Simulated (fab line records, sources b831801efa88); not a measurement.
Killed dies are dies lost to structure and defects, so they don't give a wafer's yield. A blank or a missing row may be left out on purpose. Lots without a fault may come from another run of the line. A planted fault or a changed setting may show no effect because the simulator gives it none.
Split-lot experiment | flow sky130 | 5 lots, 23 wafers read, on a route of 708 steps

THE SPLIT
At SKY_LDD_HVP_IMPLANT_08, the setting dose_cm2 was moved away from the recipe's 1.7e+13 on 7 of the 23 wafers read, by -4.6% to +6.8%. The other wafers ran this setting at the recipe's value.

FROM THE SPLIT TO THE READING: what the file shows between them, 1 step
- SKY_LDD_HVP_STRIP_09: strips in O2/N2

THE READING
LDD_HVP_TW, at SKY_LDD_HVP_TW_MEAS_10. Fault-free wafers of this fab line usually give 458, standard deviation 4.4.

wafer  | tool, chamber at the split | dose_cm2 as run | against the recipe | LDD_HVP_TW | against lot-mates on the recipe
L074.1 | implanter-01, 0            | 1.7e+13         | recipe             | 458        | -
L074.3 | implanter-01, 0            | 1.7e+13         | recipe             | 457        | -
L074.4 | implanter-01, 0            | 1.816e+13       | +6.8%              | 468        | +10
L074.5 | implanter-01, 0            | 1.816e+13       | +6.8%              | 469        | +12
L074.6 | implanter-01, 0            | 1.816e+13       | +6.8%              | 468        | +10
L079.4 | implanter-04, 0            | 1.7e+13         | recipe             | 465        | -
L079.5 | implanter-04, 0            | 1.7e+13         | recipe             | 467        | -
L079.6 | implanter-04, 0            | 1.7e+13         | recipe             | 464        | -
L082.1 | implanter-04, 0            | 1.623e+13       | -4.5%              | 448        | -6
L082.2 | implanter-04, 0            | 1.7e+13         | recipe             | 453        | -
L082.4 | implanter-04, 0            | 1.7e+13         | recipe             | 453        | -
L082.5 | implanter-04, 0            | 1.623e+13       | -4.5%              | 447        | -7
L082.6 | implanter-04, 0            | 1.7e+13         | recipe             | 455        | -
L083.1 | implanter-01, 0            | 1.7e+13         | recipe             | 455        | -
L083.2 | implanter-01, 0            | 1.7e+13         | recipe             | 453        | -
L083.3 | implanter-01, 0            | 1.7e+13         | recipe             | 454        | -
L083.4 | implanter-01, 0            | 1.622e+13       | -4.6%              | 448        | -6
L083.5 | implanter-01, 0            | 1.622e+13       | -4.6%              | 446        | -8
L084.1 | implanter-01, 0            | 1.7e+13         | recipe             | 466        | -
L084.2 | implanter-01, 0            | 1.7e+13         | recipe             | 465        | -
L084.3 | implanter-01, 0            | 1.7e+13         | recipe             | 466        | -
L084.5 | implanter-01, 0            | 1.7e+13         | recipe             | 463        | -
L084.6 | implanter-01, 0            | 1.7e+13         | recipe             | 465        | -

THE FIT
A straight line over all 23 wafers: LDD_HVP_TW changes by +1.82 for each +1% of dose_cm2; r = +0.76; the points scatter about the line by 5.2.
The same after taking each lot's own level away (the mean of its wafers on the recipe; 23 wafers): +1.53 for each +1%; r = +0.98; scatter 0.98.
On that fit, the largest move of dose_cm2 shifts the reading by 10.
The lots' own levels span 453.7 to 465.3, that is 2.7 times the standard deviation above.
So the lot-to-lot level blurs the effect unless lot-mates are compared.
Check: with one of the wafers moved furthest among these (+6.8%) left out of the fit, the line predicts +10.6 for it against its lot-mates. It came out at +10.5 against them.

OTHER SPLITS ON THESE WAFERS
These wafers also went through other splits before the reading. Each is held against what the fit with the lots' levels taken away leaves over:
other split on the same wafers      | wafers away from the commonest value | r with LDD_HVP_TW (lot level and that fit taken away)
SKY_POLY_GATE_EXPOSE_10 dose_mj     | 9                                    | +0.18
SKY_POLY_GATE_ETCH_17 time_s        | 4                                    | -0.06
SKY_LDD_N_COAT_02 resist_thk_nm     | 9                                    | +0.29
SKY_LDD_N_IMPLANT_12 energy_kev     | 10                                   | -0.01
SKY_LDD_P_DEVELOP_06 develop_time_s | 6                                    | -0.16
SKY_LDD_P_IMPLANT_09 dose_cm2       | 4                                    | +0.05
SKY_LDD_HVN_STRIP_09 power_w        | 7                                    | -0.02

THE FILE'S OWN FIT
LDD_HVP_TW changes by +1.51 for each +1% of dose_cm2, r = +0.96.
